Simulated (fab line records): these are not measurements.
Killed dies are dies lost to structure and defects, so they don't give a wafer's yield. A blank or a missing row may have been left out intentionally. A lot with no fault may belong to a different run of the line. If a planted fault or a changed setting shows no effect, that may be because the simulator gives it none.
Chamber matching + flow gf180mcu + GF_SAB_ETCH_11 on rie diel-02 has 4 sister chambers
The step etches SiO2 in C4F8/O2/Ar, target depth 55 nm, time 8.5 s. 16 wafers are shown with their chamber, then 8 later ones without.

## WAFERS WITH THEIR CHAMBER
| wafer  | chamber | oes product au (a.u.) |
|--------|---------|-----------------------|
| L956.2 | 0       | 1.007                 |
| L956.3 | 1       | 1.010                 |
| L956.4 | 2       | 1.009                 |
| L963.1 | 2       | 1.023                 |
| L963.3 | 3       | 0.992                 |
| L963.6 | 0       | 1.018                 |
| L965.1 | 0       | 1.015                 |
| L965.3 | 2       | 1.027                 |
| L965.5 | 3       | 1.001                 |
| L970.1 | 0       | 1.014                 |
| L970.2 | 1       | 1.009                 |
| L970.5 | 0       | 1.023                 |
| L973.2 | 2       | 1.042                 |
| L973.3 | 3       | 1.016                 |
| L973.6 | 2       | 1.034                 |
| L975.1 | 0       | 1.000                 |

SIGNATURES (averages over the wafers above)
| reading        | chamber 0 | chamber 1 | chamber 2 | chamber 3 | scatter within a chamber |
|----------------|-----------|-----------|-----------|-----------|--------------------------|
| oes product au | 1.01283   | 1.00950   | 1.02700   | 1.00300   | 0.0102                   |
Rule: a wafer's distance from a chamber is the root of the sum, over the readings, of the square of ((its reading less the chamber's mean) divided by the reading's scatter). If the next closest chamber is less than 2 further off than the closest, the wafer can't be placed; otherwise it belongs to the closest. The scatter: the root of (the sum of the squares of (reading less its chamber's mean) over the shown wafers, divided by (wafers less chambers)).

## WAFERS WHOSE CHAMBER IS MISSING
| wafer  | oes product au (a.u.) |
|--------|-----------------------|
| L975.3 | 1.023                 |
| L975.6 | 1.016                 |
| L976.1 | 1.029                 |
| L976.3 | 1.021                 |
| L976.6 | 1.004                 |
| L979.3 | 1.022                 |
| L979.5 | 1.020                 |
| L979.6 | 1.009                 |

## EACH ONE'S CHAMBER
| wafer  | from the rows above               | in truth |
|--------|-----------------------------------|----------|
| L975.3 | can't be placed: 2 or 0 or 1 or 3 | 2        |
| L975.6 | can't be placed: 0 or 1 or 2 or 3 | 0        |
| L976.1 | can't be placed: 2 or 0 or 1      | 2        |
| L976.3 | can't be placed: 2 or 0 or 1 or 3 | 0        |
| L976.6 | can't be placed: 3 or 1 or 0      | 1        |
| L979.3 | can't be placed: 2 or 0 or 1 or 3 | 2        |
| L979.5 | can't be placed: 2 or 0 or 1 or 3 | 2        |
| L979.6 | can't be placed: 1 or 0 or 3 or 2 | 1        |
Correct placement for 0 of the 8. Can't be placed from these rows: 8 (the true chamber is among the candidates in 8). Placed wrongly: 0.
